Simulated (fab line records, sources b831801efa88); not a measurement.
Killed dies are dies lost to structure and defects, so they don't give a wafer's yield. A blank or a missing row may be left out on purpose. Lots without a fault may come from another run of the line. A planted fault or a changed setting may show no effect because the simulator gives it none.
fab line records | flow sfq_line
record lots=14 wafers=42 last_day=87
route steps=325 shown I0@43 I1@84 M2@95 JJ@180 I7@296
lots that met no fault: from a run of the same line without faults
start_h: hours from the record's first day to the start of the lot's first wafer shown | wait_h: hours since the lot's step before | " the same as in the row above | L1.1+2: a row that stands for several wafers | - no value, or no start given | * or withheld: withheld | < > ~ a bound
route shown NAME@n: a module of which the file shows steps, and the number in the route of the first | usual: mean/standard deviation of fault-free wafers | same: alike in all rows | chamber/n: place in a boat | sites: the reading at each site | _std_site: their standard deviation | _edge_site: outer sites' mean less inner sites' | radius_mm: how far each site lies from the wafer's centre | mask NAME#n: copy n | behind: the tool/chamber that last shaped the wafer | hold: why the lot was held/for how many hours/how that ended | device: the transistor (n, p or np) that didn't switch | end of line: the same wafers' tests at the end of the route | a step without rows: its recipe alone | killed: dies lost to structure and defects at the first sort, not the wafer's yield | map: a wafer's dies, x killed, . not, _ none there
set.NAME: the setting as run; set.NAME@STEP: as run at that earlier step | model.NAME: the simulator's own value behind a step, which no gauge read
steps of the route over a sample of lots; a table a step, a row a wafer
services: from which hour (start_h, from the record's first day; less than 0 if before it) a tool's chamber was out of use, for how many hours, and why
## steps
# step SFQ_TRILAYER_I0_DEP_PECVD_027
# recipe material=SiO2 temp_c=150 time_s=111.11 pressure_torr=2.4 rf_w=183.3 precursor=SiH4/N2O target_thk_nm=500
# usual heater_power_w=90/13 throttle_valve_pct=25.4/1.3
# columns lot.wafer tool chamber start_h wait_h heater_power_w throttle_valve_pct
L965.1 pecvd-02 2 177.85 0.0 86 24.6
L965.5 " 1 " " 88 24.5
L965.6 " 2 " " 90 24.5
L967.2 pecvd-02 1 182.65 0.0 77 24.5
L967.4 " 1 " " 84 24.6
L967.6 " 2 " " 83 24.7
L968.2 pecvd-04 0 191.05 0.0 90 25.0
L968.5 " 0 " " 91 25.0
L968.6 " 1 " " 85 25.0
L970.1 pecvd-02 2 201.67 0.0 96 25.0
L970.2 " 0 " " 93 25.8
L970.4 " 1 " " 83 24.4
L971.2 pecvd-02 0 207.65 0.0 86 26.0
L971.4 " 2 " " 99 24.8
L971.6 " 0 " " 90 26.0
L972.2 pecvd-04 1 218.45 0.0 78 23.9
L972.4 " 2 " " 60 23.8
L972.6 " 1 " " 85 23.7
L974.3 pecvd-02 1 327.80 0.0 86 24.7
L974.5 " 2 " " 93 25.3
L974.6 " 0 " " 96 26.7
L975.3 pecvd-02 2 339.97 0.0 94 25.1
L975.4 " 1 " " 86 25.1
L975.5 " 2 " " 99 25.3
L976.1 pecvd-02 0 345.97 0.0 84 26.7
L976.3 " 1 " " 80 25.1
L976.6 " 0 " " 88 26.5
L977.1 pecvd-02 1 353.00 0.0 88 24.9
L977.4 " 1 " " 92 25.1
L977.6 " 0 " " 86 26.7
L982.1 pecvd-02 0 390.18 0.0 98 26.7
L982.3 " 2 " " 95 25.7
L982.4 " 1 " " 84 25.3
L985.2 pecvd-04 1 428.89 0.0 90 24.1
L985.3 " 0 " " 78 22.8
L985.4 " 1 " " 95 24.4
L986.1 pecvd-04 2 435.15 0.0 71 24.5
L986.3 " 1 " " 90 24.1
L986.5 " 1 " " 96 24.4
L987.1 pecvd-03 0 442.09 0.0 77 25.6
L987.3 " 1 " " 125 25.9
L987.6 " 1 " " 128 25.9
# step SFQ_TRILAYER_I1_VIA_BARC_OPEN_VIA_ETCH_071
# recipe mask_material=PR chemistry=O2 target_depth_nm=125 target=BARC source_w=500 bias_w=80 pressure_mtorr=30 time_s=41.7
# usual bias_w=80.03/0.25 chamber_pressure_mTorr=29.998/0.027 drypump_motor_current_A=5.8/0.51 oes_product_au=0.686/0.0045
# columns lot.wafer tool chamber start_h wait_h bias_w chamber_pressure_mTorr drypump_motor_current_A oes_product_au rf_hours_counter_h
L965.1 rie_diel-03 1 567.03 0.0 79.77 29.991 5.3 0.680 6
L965.5 " 3 " " 80.28 30.049 6.3 0.688 -
L965.6 " 0 " " 80.14 29.940 6.1 0.697 -
L967.2 rie_diel-03 0 580.23 0.0 79.71 29.992 6.1 0.680 7
L967.4 " 1 " " 79.98 30.005 5.2 0.681 6
L967.6 " 2 " " 80.27 29.995 6.7 0.686 -
L968.2 rie_diel-03 0 599.40 0.0 80.10 29.962 6.1 0.686 7
L968.5 " 3 " " 80.05 30.004 6.3 0.683 -
L968.6 " 0 " " 79.98 29.981 6.1 0.687 -
L970.1 rie_diel-03 0 627.00 0.0 79.75 30.034 6.1 0.686 8
L970.2 " 3 " " 80.25 29.979 6.3 0.683 4
L970.4 " 2 " " 80.26 29.972 6.7 0.685 8
L971.2 rie_diel-01 2 629.40 0.0 80.06 29.963 6.0 0.688 10
L971.4 " 3 " " 79.95 30.023 5.2 0.689 7
L971.6 " 1 " " 80.02 30.007 5.8 0.687 -
L972.2 rie_diel-01 3 646.20 0.0 79.61 29.995 5.2 0.683 7
L972.4 " 1 " " 80.12 29.980 5.8 0.686 11
L972.6 " 0 " " 79.83 30.054 5.8 0.686 -
L974.3 rie_diel-02 1 653.40 0.0 79.83 30.058 4.9 0.687 0
L974.5 " 1 " " 79.91 30.009 4.9 0.682 -
L974.6 " 0 " " 80.05 29.984 5.6 0.685 -
L975.3 rie_diel-03 2 662.24 0.0 - - - - -
L975.4 " 3 " " - - - - -
L975.5 " 1 " " - - - - -
L976.1 rie_diel-01 1 669.44 0.0 - - - - -
L976.3 " 2 " " - - - - -
L976.6 " 2 " " - - - - -
L977.1 rie_diel-03 0 676.64 0.0 79.76 30.078 6.1 0.688 9
L977.4 " 2 " " 79.71 29.982 6.7 0.689 9
L977.6 " 2 " " 79.84 29.998 6.7 0.691 -
L982.1 rie_diel-03 3 712.77 0.0 79.67 29.992 6.3 0.687 5
L982.3 " 0 " " 79.94 29.991 6.1 0.681 9
L982.4 " 1 " " 79.72 29.966 5.2 0.691 8
L985.2 rie_diel-03 0 769.44 0.0 80.11 29.984 6.1 0.688 10
L985.3 " 3 " " 79.64 29.995 6.3 0.686 5
L985.4 " 2 " " 80.43 30.004 6.7 0.681 9
L986.1 rie_diel-01 2 770.64 0.0 79.78 29.972 6.0 0.680 12
L986.3 " 1 " " 80.42 29.983 5.8 0.682 13
L986.5 " 1 " " 79.72 30.072 5.8 0.682 -
L987.1 rie_diel-02 0 775.66 0.0 79.71 29.973 5.7 0.685 33
L987.3 " 3 " " 80.19 30.018 5.5 0.690 4
L987.6 " 2 " " 80.19 30.004 6.0 0.688 -
# step SFQ_TRILAYER_I1_VIA_ETCH_VIA_ETCH_052
# recipe target=SiO2 stop_on=Nb mask_material=PR taper_deg=20 chemistry=CHF3 target_depth_nm=260 source_w=500 bias_w=80 pressure_mtorr=30 time_s=withheld
# usual bias_w=80.01/0.25 chamber_pressure_mTorr=29.998/0.03 drypump_motor_current_A=5.8/0.51 oes_product_au=0.856/0.0053
# columns lot.wafer tool chamber start_h wait_h bias_w chamber_pressure_mTorr drypump_motor_current_A oes_product_au
L965.1 rie_diel-03 1 567.07 0.0 80.13 29.974 5.2 0.853
L965.5 " 3 " " 80.08 30.043 6.3 0.859
L965.6 " 0 " " 80.45 29.986 6.1 0.856
L967.2 rie_diel-03 0 580.27 0.0 79.64 29.942 6.1 0.859
L967.4 " 1 " " 80.36 29.993 5.2 0.860
L967.6 " 2 " " 80.06 30.007 6.7 0.854
L968.2 rie_diel-03 2 599.44 0.0 80.04 29.960 6.7 0.855
L968.5 " 2 " " 80.02 29.974 6.7 0.856
L968.6 " 0 " " 80.04 29.983 6.1 0.853
L970.1 rie_diel-03 0 627.04 0.0 79.91 29.993 6.1 0.856
L970.2 " 3 " " 79.89 29.967 6.3 0.857
L970.4 " 2 " " 79.89 29.977 6.7 0.853
L971.2 rie_diel-01 2 629.44 0.0 79.94 29.998 6.0 0.856
L971.4 " 3 " " 79.87 29.996 5.2 0.861
L971.6 " 1 " " 79.71 30.042 5.8 0.847
L972.2 rie_diel-01 3 646.24 0.0 80.24 30.037 5.2 0.853
L972.4 " 1 " " 80.13 29.973 5.9 0.853
L972.6 " 0 " " 79.89 30.024 5.8 0.855
L974.3 rie_diel-02 1 653.44 0.0 80.06 29.955 4.9 0.853
L974.5 " 1 " " 80.35 29.954 4.9 0.852
L974.6 " 0 " " 80.12 30.018 5.7 0.859
L975.3 rie_diel-03 2 662.28 0.0 80.49 29.971 6.7 0.368
L975.4 " 3 " " 79.94 29.979 6.3 0.384
L975.5 " 1 " " 80.14 30.006 5.3 0.376
L976.1 rie_diel-01 1 669.48 0.0 79.83 30.005 5.8 0.379
L976.3 " 2 " " 80.21 30.005 6.0 0.373
L976.6 " 2 " " 79.93 29.974 6.0 0.375
L977.1 rie_diel-03 0 676.68 0.0 79.99 30.004 6.1 0.859
L977.4 " 2 " " 80.50 29.962 6.7 0.864
L977.6 " 2 " " 80.23 30.030 6.7 0.858
L982.1 rie_diel-03 3 712.81 0.0 79.87 29.978 6.3 0.856
L982.3 " 0 " " 79.95 30.024 6.1 0.860
L982.4 " 1 " " 79.69 29.970 5.2 0.871
L985.2 rie_diel-03 0 769.48 0.0 80.27 30.018 6.1 0.854
L985.3 " 3 " " 79.96 30.040 6.3 0.867
L985.4 " 2 " " 80.07 29.991 6.7 0.854
L986.1 rie_diel-01 2 770.68 0.0 80.27 30.031 6.0 0.855
L986.3 " 1 " " 80.17 30.049 5.8 0.865
L986.5 " 1 " " 79.97 29.980 5.8 0.854
L987.1 rie_diel-02 0 775.70 0.0 80.03 30.015 5.6 0.847
L987.3 " 3 " " 79.71 29.972 5.5 0.864
L987.6 " 2 " " 79.73 29.991 6.0 0.858
# step SFQ_TRILAYER_M2_LITHO_EXPOSE_058
# recipe mask_id=M2 na=0.6 source_shape=conventional sigma_outer=0.65 target_cd_nm=500 dose_mj=14.4
# usual exposure_dose_mJ_cm2=14.401/0.017 focus_offset_nm=0.0/0.5 na=0.6/0
# columns lot.wafer tool chamber start_h wait_h mask exposure_dose_mJ_cm2 focus_offset_nm na
L965.1 krf_scanner-02 0 723.23 - M2#0 14.390 -0.5 0.6
L965.5 " 0 " " M2#0 14.414 -0.2 0.6
L965.6 " 0 " " M2#0 14.414 0.5 0.6
L967.2 krf_scanner-02 0 734.23 - M2#0 14.386 -1.4 0.6
L967.4 " 0 " " M2#0 14.384 0.1 0.6
L967.6 " 0 " " M2#0 14.415 -0.6 0.6
L968.2 krf_scanner-01 0 751.75 - M2#0 14.380 0.1 0.6
L968.5 " 0 " " M2#0 14.383 -0.6 0.6
L968.6 " 0 " " M2#0 14.381 -0.3 0.6
L970.1 krf_scanner-02 0 772.08 - M2#0 14.392 -0.8 0.6
L970.2 " 0 " " M2#0 14.415 -0.6 0.6
L970.4 " 0 " " M2#0 14.429 -0.3 0.6
L971.2 krf_scanner-02 0 775.88 - M2#0 14.395 0.1 0.6
L971.4 " 0 " " M2#0 14.397 0.9 0.6
L971.6 " 0 " " M2#0 14.405 -0.2 0.6
L972.2 krf_scanner-02 0 791.48 - M2#0 14.397 0.2 0.6
L972.4 " 0 " " M2#0 14.395 -0.2 0.6
L972.6 " 0 " " M2#0 14.388 0.3 0.6
L974.3 krf_scanner-02 0 798.88 - M2#0 14.389 -0.3 0.6
L974.5 " 0 " " M2#0 14.386 0.1 0.6
L974.6 " 0 " " M2#0 14.384 0.4 0.6
L975.3 krf_scanner-02 - 806.08 - M2#0 - - -
L975.4 " - " " M2#0 - - -
L975.5 " - " " M2#0 - - -
L976.1 krf_scanner-02 - 812.89 - M2#0 - - -
L976.3 " - " " M2#0 - - -
L976.6 " - " " M2#0 - - -
L977.1 krf_scanner-02 0 821.29 - M2#0 14.407 0.6 0.6
L977.4 " 0 " " M2#0 14.403 0.9 0.6
L977.6 " 0 " " M2#0 14.410 0.2 0.6
L982.1 krf_scanner-01 0 858.30 - M2#0 14.417 0.4 0.6
L982.3 " 0 " " M2#0 14.406 0.2 0.6
L982.4 " 0 " " M2#0 14.415 -0.1 0.6
L985.2 krf_scanner-02 0 906.25 - M2#0 14.392 0.0 0.6
L985.3 " 0 " " M2#0 14.405 -0.5 0.6
L985.4 " 0 " " M2#0 14.400 -0.5 0.6
L986.1 krf_scanner-02 0 908.45 - M2#0 14.418 0.3 0.6
L986.3 " 0 " " M2#0 14.401 -0.6 0.6
L986.5 " 0 " " M2#0 14.414 0.6 0.6
L987.1 krf_scanner-02 0 913.25 - M2#0 14.402 -0.1 0.6
L987.3 " 0 " " M2#0 14.409 -0.1 0.6
L987.6 " 0 " " M2#0 14.396 0.2 0.6
# step SFQ_TRILAYER_JJ_TRILAYER_DEP_SPUTTER_110
# recipe material=Al base_pressure_pa=1.33e-06 target_thk_nm=8 power_w=500 time_s=10 chamber_pressure_pa=0.4
# usual throttle_valve_pct=30.1/1.2
# columns lot.wafer tool chamber start_h wait_h throttle_valve_pct
L965.1 pvd_sputter-04 - 1298.89 0.0 29.0
L965.5 " - " " 29.7
L965.6 " - " " 32.4
L967.2 pvd_sputter-05 - 1306.09 0.0 30.5
L967.4 " - " " 32.0
L967.6 " - " " 29.6
L968.2 pvd_sputter-05 - 1319.29 0.0 30.5
L968.5 " - " " 31.4
L968.6 " - " " 31.8
L970.1 pvd_sputter-03 - 1346.21 0.0 28.6
L970.2 " - " " 28.9
L970.4 " - " " 29.2
L971.2 pvd_sputter-05 - 1350.41 0.0 31.5
L971.4 " - " " 29.4
L971.6 " - " " 30.8
L972.2 pvd_sputter-03 - 1387.76 0.0 28.5
L972.4 " - " " 28.9
L972.6 " - " " 28.5
L974.3 pvd_sputter-03 - 1393.74 0.0 29.3
L974.5 " - " " 29.0
L974.6 " - " " 28.5
L975.3 pvd_sputter-05 - 1397.34 0.0 31.6
L975.4 " - " " 29.5
L975.5 " - " " 31.3
L976.1 pvd_sputter-04 - 1399.82 0.0 29.7
L976.3 " - " " 31.3
L976.6 " - " " 32.4
L977.1 pvd_sputter-03 - 1400.94 0.0 28.9
L977.4 " - " " 28.7
L977.6 " - " " 29.1
L982.1 pvd_sputter-05 - 1428.57 0.0 31.7
L982.3 " - " " 29.3
L982.4 " - " " 31.1
L985.2 pvd_sputter-05 - 1459.80 0.0 31.3
L985.3 " - " " 31.6
L985.4 " - " " 29.5
L986.1 pvd_sputter-04 - 1463.24 0.0 29.2
L986.3 " - " " 31.2
L986.5 " - " " 32.4
L987.1 pvd_sputter-03 - 1465.64 0.0 29.0
L987.3 " - " " 29.3
L987.6 " - " " 29.1
# step SFQ_TRILAYER_I7_DEP_PECVD_183
# recipe material=SiO2 temp_c=150 time_s=111.11 pressure_torr=2.4 rf_w=183.3 precursor=SiH4/N2O target_thk_nm=500
# usual heater_power_w=97/17 throttle_valve_pct=25.5/1.1
# columns lot.wafer tool chamber start_h wait_h heater_power_w throttle_valve_pct
L965.1 pecvd-02 1 1681.24 0.0 81 24.4
L965.5 " 1 " " 82 24.5
L965.6 " 2 " " 82 25.3
L967.2 pecvd-03 2 1687.73 0.0 105 25.7
L967.4 " 1 " " 127 26.3
L967.6 " 0 " " 78 24.7
L968.2 pecvd-03 0 1693.25 0.0 87 24.4
L968.5 " 0 " " 89 24.4
L968.6 " 1 " " 124 26.2
L970.1 pecvd-02 0 1838.89 0.0 85 27.4
L970.2 " 1 " " 97 24.7
L970.4 " 1 " " 80 25.1
L971.2 pecvd-03 1 1841.29 0.0 114 26.2
L971.4 " 1 " " 123 26.1
L971.6 " 0 " " 90 24.3
L972.2 pecvd-02 1 1906.84 0.0 93 24.8
L972.4 " 0 " " 84 27.4
L972.6 " 2 " " 91 26.1
L974.3 pecvd-02 1 1913.35 0.0 91 25.1
L974.5 " 2 " " 90 26.4
L974.6 " 1 " " 93 25.1
L975.3 pecvd-03 1 1922.06 0.0 127 26.2
L975.4 " 2 " " 111 25.3
L975.5 " 0 " " 86 24.5
L976.1 pecvd-03 0 1931.23 0.0 81 24.5
L976.3 " 1 " " 118 26.1
L976.6 " 2 " " 116 25.5
L977.1 pecvd-04 0 1931.64 0.0 80 23.0
L977.4 " 2 " " 68 24.1
L977.6 " 1 " " 88 24.2
L982.1 pecvd-02 0 1958.47 0.0 93 27.6
L982.3 " 1 " " 89 25.1
L982.4 " 0 " " 77 27.5
L985.2 pecvd-04 1 1979.82 0.0 92 24.3
L985.3 " 0 " " 82 23.3
L985.4 " 1 " " 92 24.7
L986.1 pecvd-02 2 1982.22 0.0 92 26.9
L986.3 " 0 " " 81 27.4
L986.5 " 2 " " 95 26.6
L987.1 pecvd-03 2 1985.64 0.0 114 25.8
L987.3 " 0 " " 82 24.6
L987.6 " 1 " " 133 26.2
## services
# columns tool chamber start_h hours kind
rie_diel-03 1 225.50 9.2 repair
rie_diel-03 2 251.69 12.7 repair
rie_diel-03 - 268.99 1.0 repair
rie_diel-03 3 419.54 6.2 repair
rie_diel-03 - 503.38 2.0 repair
rie_diel-03 - 530.22 0.2 repair
rie_diel-03 - 535.03 3.5 repair
rie_diel-03 2 543.05 9.7 repair
rie_diel-03 3 575.01 5.2 repair
rie_diel-03 3 609.30 2.2 repair
rie_diel-03 - 790.46 0.1 repair
rie_diel-03 1 804.84 3.2 repair
rie_diel-03 - 811.03 2.8 pm
rie_diel-03 3 820.76 11.3 repair
rie_diel-03 0 949.52 1.5 repair
rie_diel-03 3 975.97 1.5 repair
rie_diel-03 0 1023.52 5.6 repair
rie_diel-03 0 1049.14 31.8 repair
rie_diel-03 1 1187.44 4.3 repair
rie_diel-03 1 1332.05 6.0 repair
rie_diel-03 2 1336.15 6.2 repair
rie_diel-03 3 1366.70 5.1 repair
rie_diel-03 - 1409.66 14.6 pm
rie_diel-03 - 1448.79 0.2 repair
## key
first_sign step=SFQ_TRILAYER_I1_VIA_BARC_OPEN_VIA_ETCH_071 reading=tool_record direction=missing
effect step=SFQ_TRILAYER_I1_VIA_ETCH_VIA_ETCH_052 reading=oes_product_au direction=down sigmas=91 usual=0.856 struck=0.376
effect step=SFQ_TRILAYER_M2_LITHO_EXPOSE_058 reading=tool_record direction=missing
met_at SFQ_TRILAYER_I1_VIA_BARC_OPEN_VIA_ETCH_071
struck_lots L975,L976
not_acting_at SFQ_TRILAYER_I0_DEP_PECVD_027,SFQ_TRILAYER_JJ_TRILAYER_DEP_SPUTTER_110,SFQ_TRILAYER_I7_DEP_PECVD_183
onset_between 646.20 662.24
fault kind=skipped_step_whole tool=rie_diel-01,rie_diel-03 chamber=- onset_h=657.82 steps=SFQ_TRILAYER_I1_VIA_BARC_OPEN_VIA_ETCH_071 scope=struck_lots_only
